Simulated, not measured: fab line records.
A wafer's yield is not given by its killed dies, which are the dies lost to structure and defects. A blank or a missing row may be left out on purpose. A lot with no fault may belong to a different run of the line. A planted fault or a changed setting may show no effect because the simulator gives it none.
Problem report, 8D (eight disciplines) form, completed by code | flow sky130 | the parts of the form that need people (team, actions taken, sign-off) are left out

1. PROBLEM STATEMENT
VIA2_W_RS at SKY_VIA2_RS_MEAS_22 reads a mean of 0.188 ohm/sq on 4 wafers of 2 lots; wafers without a fault read 0.273 ohm/sq with a standard deviation of 0.0044. Relative to the usual mean, that is a shift of -19 standard deviations.
The step: measures by four-point-probe.
The first sign was on wafer L986.2 at day 39 07:02, on film-metro-02. The record has a number at this step for 30 wafers belonging to 10 lots. The rule behind "out" and "out of limits": a value lying over 4 standard deviations away from the usual mean. The rest of the wafers with a number are treated as sound.

2. WHAT THIS IS AND IS NOT
question                    | is                             | is not
which readings at this step | VIA2_W_RS                      | -
which lots                  | L986, L987                     | L976, L979, L982, L988, L992, L993, L995, L996
which wafers of those lots  | L986.2, L986.4, L987.2, L987.4 | L986.1, L987.3
read on which gauges        | film-metro-02, film-metro-04   | film-metro-01
when                        | from day 39 07:02              | up to then (10 sound wafers); but 16 sound wafers of L987, L988, L992, L993, L995, L996 came after

3. THE SUSPECTS, EACH WITH WHAT RULES IT OUT
Counting: any tool at a process step up to the reading remains a suspect provided it ran every lot that is out. Sound lots after the first of them don't rule it out here, since some wafers of a struck lot are sound.
- the gauge at SKY_VIA2_RS_MEAS_22 is ruled out. Those wafers that are out were read across 2 gauges (film-metro-02, film-metro-04).
- cvd-w-02 at SKY_VIA2_CVD_21 (deposits W, target thk 420 nm, time 126.4 s): kept. Every lot that is out went through it, the first being L986 (day 39 06:55); the last sound lot it ran before that was L976 (day 35 20:36).
Remaining after the count: cvd-w-02 at SKY_VIA2_CVD_21.

4. THE CAUSE (what the simulator had put in)
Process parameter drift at SKY_VIA2_CVD_21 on cvd-w-02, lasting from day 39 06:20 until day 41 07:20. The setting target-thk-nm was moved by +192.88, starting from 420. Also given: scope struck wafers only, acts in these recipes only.
This tool alone remained once counting was done.

5. THE CHAIN OF EFFECTS, in route order
Each row: a reading whose mean over the struck wafers that have a number lies more than 3 standard deviations from the usual. Only readings for which the record gives a usual standard deviation are gone through. hours: the time from each lot's start at the first step in this table that gives one to its start at this step, as a median over the lots. sigmas: the change in usual standard deviations.
hours | step                | reading            | usual        | on struck wafers | change | sigmas
0     | SKY_VIA2_RS_MEAS_22 | VIA2_W_RS          | 0.273 ohm/sq | 0.188            | -0.086 | -19
0     | SKY_VIA2_CMP_24     | time-to-endpoint-s | 102 s        | 147              | +45    | +11
Process steps it contains:
- SKY_VIA2_CMP_24: polishes, stops on SiO2, t overpolish 20 s, target thk 0 nm.
Readings that are blank on the struck wafers while sound wafers have them: VIA2_W_THK at SKY_VIA2_THK_MEAS_23.

6. WHAT WOULD HAVE CAUGHT IT SOONER
In this record the first reading out of limits at a measuring or inspecting step was taken at day 39 07:02, 1 hour after the fault began at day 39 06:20.
Of the tool readings at SKY_VIA2_CVD_21 for which the record gives a usual standard deviation, none was out on any struck wafer, so an alarm limit of 4 standard deviations on them would not have fired.
Of the lots that are out (2), L987 began SKY_VIA2_CVD_21 on cvd-w-02 after day 39 07:02. Putting the tool on hold at that point would have spared it.
